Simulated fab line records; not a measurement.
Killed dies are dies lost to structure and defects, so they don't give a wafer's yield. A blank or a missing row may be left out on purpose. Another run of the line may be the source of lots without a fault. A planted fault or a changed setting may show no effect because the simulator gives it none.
Chamber matching | flow gf180mcu | GF_PASSIVATION_CVD_00 on pecvd-02: 3 sister chambers
The step deposits SiO2 from TEOS, target thk 1000 nm, time 111.95 s. 14 wafers are shown with their chamber, then 7 later ones without.

== EACH WAFER AND ITS CHAMBER ==
wafer  | chamber | heater power w (W) | susceptor temp C (C)
L399.2 | 2       | 887                | 399.86
L399.5 | 0       | 598                | 400.33
L399.6 | 1       | 568                | 400.01
L404.1 | 2       | 908                | 400.02
L404.2 | 0       | 677                | 400.34
L404.3 | 1       | 701                | 399.98
L406.2 | 1       | 642                | 399.79
L406.5 | 0       | 590                | 399.80
L406.6 | 1       | 694                | 399.79
L410.1 | 2       | 754                | 400.56
L410.4 | 1       | 692                | 400.11
L410.6 | 0       | 729                | 399.85
L411.3 | 2       | 818                | 400.14
L411.4 | 1       | 692                | 400.12

SIGNATURES, as means of the wafers listed above
reading          | chamber 0 | chamber 1 | chamber 2 | scatter within a chamber
heater power w   | 648.50    | 664.83    | 841.75    | 61.4
susceptor temp C | 400.0800  | 399.9667  | 400.1450  | 0.241
Rule: for a wafer and a chamber, the distance is found by dividing, reading by reading, the gap between the wafer's reading and the chamber's mean by the reading's scatter, squaring, summing and taking the root. If the next closest chamber is less than 2 further off than the closest, the wafer can't be placed; otherwise it belongs to the closest. The scatter: the root of (the sum of the squares of (reading less its chamber's mean) over the shown wafers, divided by (wafers less chambers)).

== WAFERS MISSING THEIR CHAMBER ==
wafer  | heater power w (W) | susceptor temp C (C)
L411.5 | 697                | 399.88
L412.3 | 689                | 400.23
L412.5 | 673                | 399.85
L412.6 | 740                | 400.00
L415.4 | 693                | 400.28
L415.5 | 747                | 400.32
L415.6 | 579                | 400.08

== WHICH CHAMBER EACH ONE RAN IN ==
wafer  | from the rows above          | in truth
L411.5 | can't be placed: 1 or 0 or 2 | 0
L412.3 | can't be placed: 0 or 1 or 2 | 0
L412.5 | can't be placed: 1 or 0      | 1
L412.6 | can't be placed: 1 or 0 or 2 | 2
L415.4 | can't be placed: 0 or 1 or 2 | 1
L415.5 | can't be placed: 2 or 0 or 1 | 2
L415.6 | can't be placed: 0 or 1      | 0
Correctly placed: 0 of 7. These rows do not allow placing 7 (true chamber among the candidates in 7). 0 placed wrongly.
